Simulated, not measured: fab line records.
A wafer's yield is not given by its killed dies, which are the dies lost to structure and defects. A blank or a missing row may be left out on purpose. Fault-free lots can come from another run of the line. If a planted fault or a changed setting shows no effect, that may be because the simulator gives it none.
The tool behind it: which one? | flow gf180mcu | 72 wafers from 24 lots sampled at 6 of the route's 602 steps

WHAT THE GAUGES READ, wafer by wafer
GF_V3_OVL_MEAS_15.
lot  | measured     | on         | V3_OVL (nm)
L074 | day 22 08:02 | overlay-01 | -8 -11 -13
L075 | day 22 14:55 | overlay-02 | -6 3 -4
L076 | day 23 00:16 | overlay-02 | 8 6 1
L077 | day 23 05:43 | overlay-02 | 6 -5 6
L078 | day 23 19:22 | overlay-01 | 2 4 9
L079 | day 24 09:26 | overlay-01 | 3 4 -3
L080 | day 24 16:58 | overlay-01 | -1 1 3
L081 | day 25 01:23 | overlay-02 | 2 8 -4
L082 | day 25 10:14 | overlay-01 | -2 0 -6
L083 | day 25 12:15 | overlay-01 | 4 -6 -6
L084 | day 26 07:12 | overlay-01 | -1 10 5
L085 | day 26 09:37 | overlay-01 | -4 0 -1
L086 | day 26 13:01 | overlay-01 | 7 11 1
L087 | day 26 18:32 | overlay-01 | -8 7 -6
L088 | day 27 02:26 | overlay-02 | -5 -3 -4
L089 | day 27 12:01 | overlay-01 | 0 -4 -2
L090 | day 27 14:42 | overlay-01 | 11 4 4
L091 | day 27 20:34 | overlay-02 | 8 1 7
L092 | day 28 06:59 | overlay-01 | 3 -1 2
L093 | day 28 15:51 | overlay-02 | -4 -5 -4
L094 | day 28 22:20 | overlay-01 | -4 5 3
L095 | day 29 07:08 | overlay-02 | 3 -7 3
L096 | day 29 13:43 | overlay-01 | 1 1 6
L097 | day 29 14:14 | overlay-02 | 12 4 9

GF_TOP_METAL_RS_MEAS_05: the measuring method here is four-point-probe.
lot  | measured     | on            | TOP_METAL_ALCU_RS (ohm/sq)
L074 | day 27 05:57 | film metro-04 | 0.03289 0.03313 0.0331
L075 | day 27 10:54 | film metro-04 | 0.03276 0.03308 0.03309
L076 | day 27 18:41 | film metro-03 | 0.03292 0.03298 0.03288
L077 | day 28 00:05 | film metro-04 | 0.03282 0.03351 0.03286
L078 | day 28 12:07 | film metro-01 | 0.03318 0.03297 0.03309
L079 | day 29 00:16 | film metro-01 | 0.03298 0.03293 0.03261
L080 | day 29 07:55 | film metro-04 | 0.03292 0.0326 0.03259
L081 | day 29 13:58 | film metro-03 | 0.03228 0.03246 0.0325
L082 | day 29 22:25 | film metro-01 | 0.03288 0.03273 0.03289
L083 | day 30 00:55 | film metro-01 | 0.0326 0.03283 0.03269
L084 | day 30 17:04 | film metro-01 | 0.0325 0.03256 0.03256
L085 | day 30 18:49 | film metro-01 | 0.03297 0.03293 0.03286
L086 | day 30 22:47 | film metro-01 | 0.0331 0.03294 0.03325
L087 | day 31 04:09 | film metro-03 | 0.03287 0.03303 0.03313
L088 | day 31 07:55 | film metro-01 | 0.03302 0.03342 0.03327
L089 | day 31 20:05 | film metro-03 | 0.03331 0.03351 0.03346
L090 | day 31 20:17 | film metro-04 | 0.03326 0.03342 0.03345
L091 | day 32 00:37 | film metro-01 | 0.03289 0.03312 0.03292
L092 | day 32 09:41 | film metro-01 | 0.03318 0.03333 0.03309
L093 | day 32 18:19 | film metro-01 | 0.03314 0.03277 0.03306
L094 | day 32 21:17 | film metro-01 | 0.03287 0.0327 0.03269
L095 | day 33 06:53 | film metro-03 | 0.03321 0.03276 0.03286
L096 | day 33 12:16 | film metro-01 | 0.03299 0.03319 0.03317
L097 | day 33 11:58 | film metro-03 | 0.03258 0.03299 0.03277

WHICH TOOL RAN EACH LOT (tool, then ch and the chambers of the sampled wafers, then the start)
lot  | GF_M1_SPUTTER_01             | GF_V2_STRIP_18                       | GF_V4_STRIP_18                       | GF_TOP_METAL_SPUTTER_03
L074 | pvd sputter-02, day 16 03:24 | plasma asher-03 ch 0,1, day 20 04:35 | plasma asher-03 ch 0,1, day 24 08:25 | pvd sputter-02, day 27 05:53
L075 | pvd sputter-03, day 16 09:14 | plasma asher-01 ch 0,1, day 20 12:32 | plasma asher-02 ch 0,1, day 24 14:52 | pvd sputter-02, day 27 10:50
L076 | pvd sputter-02, day 16 19:36 | plasma asher-02 ch 1, day 20 22:22   | plasma asher-01 ch 0,1, day 24 23:58 | pvd sputter-01, day 27 18:38
L077 | pvd sputter-02, day 17 00:08 | plasma asher-01 ch 0,1, day 21 04:41 | plasma asher-01 ch 0,1, day 25 04:53 | pvd sputter-04, day 28 00:01
L078 | pvd sputter-01, day 17 13:14 | plasma asher-01 ch 0,1, day 21 18:08 | plasma asher-02 ch 0,1, day 25 18:10 | pvd sputter-01, day 28 12:04
L079 | pvd sputter-03, day 18 04:23 | plasma asher-03 ch 0,1, day 22 09:23 | plasma asher-03 ch 0,1, day 26 08:01 | pvd sputter-01, day 29 00:12
L080 | pvd sputter-02, day 18 11:47 | plasma asher-03 ch 0,1, day 22 16:41 | plasma asher-02 ch 0,1, day 26 15:16 | pvd sputter-02, day 29 07:52
L081 | pvd sputter-01, day 18 21:22 | plasma asher-02 ch 0,1, day 23 01:16 | plasma asher-03 ch 0,1, day 26 22:05 | pvd sputter-02, day 29 13:54
L082 | pvd sputter-03, day 19 06:39 | plasma asher-03 ch 0,1, day 23 10:34 | plasma asher-03 ch 0,1, day 27 06:46 | pvd sputter-01, day 29 22:22
L083 | pvd sputter-02, day 19 11:29 | plasma asher-01 ch 0,1, day 23 14:31 | plasma asher-01 ch 0,1, day 27 09:50 | pvd sputter-02, day 30 00:52
L084 | pvd sputter-03, day 20 05:45 | plasma asher-03 ch 0,1, day 24 08:58 | plasma asher-02 ch 0,1, day 28 03:00 | pvd sputter-02, day 30 16:58
L085 | pvd sputter-02, day 20 10:25 | plasma asher-02 ch 1, day 24 12:02   | plasma asher-02 ch 0,1, day 28 05:31 | pvd sputter-04, day 30 18:44
L086 | pvd sputter-02, day 20 14:41 | plasma asher-01 ch 0,1, day 24 15:35 | plasma asher-01 ch 0,1, day 28 09:19 | pvd sputter-01, day 30 22:43
L087 | pvd sputter-02, day 20 22:33 | plasma asher-02 ch 0,1, day 24 21:58 | plasma asher-03 ch 0,1, day 28 14:17 | pvd sputter-02, day 31 04:05
L088 | pvd sputter-03, day 21 06:09 | plasma asher-02 ch 0,1, day 25 06:16 | plasma asher-02 ch 0,1, day 28 21:29 | pvd sputter-02, day 31 07:52
L089 | pvd sputter-03, day 21 15:56 | plasma asher-02 ch 0,1, day 25 15:43 | plasma asher-03 ch 0, day 29 07:10   | pvd sputter-04, day 31 20:01
L090 | pvd sputter-03, day 21 22:02 | plasma asher-01 ch 0,1, day 25 18:31 | plasma asher-03 ch 0, day 29 09:05   | pvd sputter-01, day 31 20:14
L091 | pvd sputter-02, day 22 04:44 | plasma asher-03 ch 0, day 26 01:01   | plasma asher-03 ch 0,1, day 29 14:10 | pvd sputter-04, day 32 00:34
L092 | pvd sputter-03, day 22 15:29 | plasma asher-01 ch 0,1, day 26 11:08 | plasma asher-03 ch 0,1, day 29 23:55 | pvd sputter-02, day 32 09:37
L093 | pvd sputter-01, day 23 02:39 | plasma asher-02 ch 0,1, day 26 21:10 | plasma asher-01 ch 0,1, day 30 08:44 | pvd sputter-04, day 32 18:16
L094 | pvd sputter-02, day 23 10:13 | plasma asher-02 ch 0,1, day 27 04:11 | plasma asher-02 ch 0, day 30 14:25   | pvd sputter-02, day 32 21:14
L095 | pvd sputter-02, day 23 17:19 | plasma asher-01 ch 0,1, day 27 12:10 | plasma asher-01 ch 0,1, day 30 23:27 | pvd sputter-02, day 33 06:47
L096 | pvd sputter-02, day 24 03:48 | plasma asher-02 ch 0,1, day 27 21:04 | plasma asher-02 ch 0,1, day 31 05:22 | pvd sputter-02, day 33 12:13
L097 | pvd sputter-03, day 24 04:45 | plasma asher-03 ch 0,1, day 27 21:41 | plasma asher-01 ch 0,1, day 31 05:26 | pvd sputter-04, day 33 11:55
- GF_M1_SPUTTER_01: material TiN, target thk 30 nm, time 25 s.
- GF_V2_STRIP_18: strips in O2/N2.
- GF_V4_STRIP_18: strips in O2/N2.
- GF_TOP_METAL_SPUTTER_03: material Ti, target thk 5 nm, time 3.3 s.

WHAT THE TOOLS THEMSELVES READ (means of the sampled wafers that have a number; where no wafer has one, the mark that the record gives instead)
GF_M1_SPUTTER_01.
lot  | tool           | throttle valve pct (%)
L074 | pvd sputter-02 | 29.7
L075 | pvd sputter-03 | 29.4
L076 | pvd sputter-02 | 29.5
L077 | pvd sputter-02 | 29.6
L078 | pvd sputter-01 | 31.2
L079 | pvd sputter-03 | 29.5
L080 | pvd sputter-02 | 29.1
L081 | pvd sputter-01 | 30.7
L082 | pvd sputter-03 | 29.6
L083 | pvd sputter-02 | 29.0
L084 | pvd sputter-03 | 29.2
L085 | pvd sputter-02 | 29.5
L086 | pvd sputter-02 | 29.7
L087 | pvd sputter-02 | 28.7
L088 | pvd sputter-03 | 29.2
L089 | pvd sputter-03 | 29.4
L090 | pvd sputter-03 | 29.4
L091 | pvd sputter-02 | 29.6
L092 | pvd sputter-03 | 29.4
L093 | pvd sputter-01 | 30.7
L094 | pvd sputter-02 | 28.3
L095 | pvd sputter-02 | 29.5
L096 | pvd sputter-02 | 29.7
L097 | pvd sputter-03 | 29.2

GF_V2_STRIP_18.
lot  | tool            | drypump motor current A (A) | heater power w (W) | o2 flow sccm (sccm) | oes product au (a.u.)
L074 | plasma asher-03 | 6.05                        | 334                | 2989                | 0.588
L075 | plasma asher-01 | 5.93                        | 347                | 2997                | 0.590
L076 | plasma asher-02 | 6.08                        | 312                | 3005                | 0.592
L077 | plasma asher-01 | 5.84                        | 330                | 2984                | 0.588
L078 | plasma asher-01 | 5.90                        | 345                | 3008                | 0.588
L079 | plasma asher-03 | 5.98                        | 331                | 2995                | 0.594
L080 | plasma asher-03 | 6.05                        | 333                | 3003                | 0.593
L081 | plasma asher-02 | 5.93                        | 324                | 2995                | 0.588
L082 | plasma asher-03 | 6.06                        | 334                | 3010                | 0.592
L083 | plasma asher-01 | 5.95                        | 345                | 2998                | 0.592
L084 | plasma asher-03 | 6.05                        | 332                | 2992                | 0.590
L085 | plasma asher-02 | 6.06                        | 313                | 2999                | 0.588
L086 | plasma asher-01 | 5.87                        | 332                | 3002                | 0.598
L087 | plasma asher-02 | 5.94                        | 320                | 3002                | 0.592
L088 | plasma asher-02 | 5.78                        | 330                | 2999                | 0.594
L089 | plasma asher-02 | 5.75                        | 331                | 2996                | 0.593
L090 | plasma asher-01 | 5.87                        | 333                | 3006                | 0.592
L091 | plasma asher-03 | 5.84                        | 321                | 2996                | 0.593
L092 | plasma asher-01 | 5.94                        | 342                | 2997                | 0.590
L093 | plasma asher-02 | 5.91                        | 327                | 3000                | 0.593
L094 | plasma asher-02 | 5.91                        | 324                | 3006                | 0.585
L095 | plasma asher-01 | 5.94                        | 344                | 2992                | 0.594
L096 | plasma asher-02 | 5.93                        | 324                | 3005                | 0.593
L097 | plasma asher-03 | 5.93                        | 324                | 2995                | 0.593

GF_V4_STRIP_18.
lot  | tool            | drypump motor current A (A) | heater power w (W) | o2 flow sccm (sccm) | oes product au (a.u.)
L074 | plasma asher-03 | 6.07                        | 337                | 2993                | 0.593
L075 | plasma asher-02 | 5.92                        | 326                | 2993                | 0.592
L076 | plasma asher-01 | 5.94                        | 354                | 3000                | 0.589
L077 | plasma asher-01 | 5.88                        | 332                | 3004                | 0.594
L078 | plasma asher-02 | 5.75                        | 337                | 2997                | 0.592
L079 | plasma asher-03 | 6.06                        | 332                | 2998                | 0.588
L080 | plasma asher-02 | 5.94                        | 324                | 2998                | 0.591
L081 | plasma asher-03 | 5.94                        | 328                | 3000                | 0.588
L082 | plasma asher-03 | 6.03                        | 331                | 2994                | 0.597
L083 | plasma asher-01 | 5.86                        | 326                | 2997                | 0.594
L084 | plasma asher-02 | 5.77                        | 337                | 3008                | 0.594
L085 | plasma asher-02 | 5.94                        | 323                | 3006                | 0.587
L086 | plasma asher-01 | 5.88                        | 333                | 3000                | 0.594
L087 | plasma asher-03 | 5.94                        | 327                | 2999                | 0.589
L088 | plasma asher-02 | 5.92                        | 325                | 3000                | 0.591
L089 | plasma asher-03 | 5.82                        | 323                | 3002                | 0.590
L090 | plasma asher-03 | 5.80                        | 322                | 3006                | 0.586
L091 | plasma asher-03 | 5.96                        | 332                | 2998                | 0.595
L092 | plasma asher-03 | 6.05                        | 334                | 2999                | 0.590
L093 | plasma asher-01 | 5.92                        | 349                | 3006                | 0.589
L094 | plasma asher-02 | 5.59                        | 351                | 3020                | 0.593
L095 | plasma asher-01 | 5.93                        | 350                | 2985                | 0.594
L096 | plasma asher-02 | 5.93                        | 328                | 3005                | 0.593
L097 | plasma asher-01 | 5.92                        | 346                | 3010                | 0.593

GF_TOP_METAL_SPUTTER_03.
lot  | tool           | throttle valve pct (%)
L074 | pvd sputter-02 | 29.1
L075 | pvd sputter-02 | 28.9
L076 | pvd sputter-01 | 30.7
L077 | pvd sputter-04 | 29.5
L078 | pvd sputter-01 | 30.1
L079 | pvd sputter-01 | 30.0
L080 | pvd sputter-02 | 29.1
L081 | pvd sputter-02 | 29.2
L082 | pvd sputter-01 | 30.0
L083 | pvd sputter-02 | 29.7
L084 | pvd sputter-02 | 29.8
L085 | pvd sputter-04 | 29.7
L086 | pvd sputter-01 | 30.7
L087 | pvd sputter-02 | 28.5
L088 | pvd sputter-02 | 30.2
L089 | pvd sputter-04 | 29.5
L090 | pvd sputter-01 | 30.7
L091 | pvd sputter-04 | 29.4
L092 | pvd sputter-02 | 30.1
L093 | pvd sputter-04 | 29.7
L094 | pvd sputter-02 | 29.7
L095 | pvd sputter-02 | 29.7
L096 | pvd sputter-02 | 29.6
L097 | pvd sputter-04 | 29.4

THE ANSWER, worked out from the rows above alone
Rule: usual is defined by the lots themselves. Put in order of their means at a reading, lots are off if they are a third of the lots or fewer, leave a main group of 4 or more, and stand apart from it by a gap of 3 or more times the standard deviation of the main group's means; of several such gaps the widest counts. A main group whose means are all the same, to the digits that the tables above print for the reading, isn't used. Also off: a lot with no number at a reading for which 4 or more lots have one. Any other lot the step has rows for is counted as sound. After the gauges, taken in route order, come the tools' own readings; for these a lot's mean is taken, as printed above. At the first step where some lot is off, the reading lying furthest off is the one used; lots without a number count as furthest.
No lot is off on any of the readings shown, so nothing can be concluded from this.

WHAT WAS PUT IN BY THE SIMULATOR
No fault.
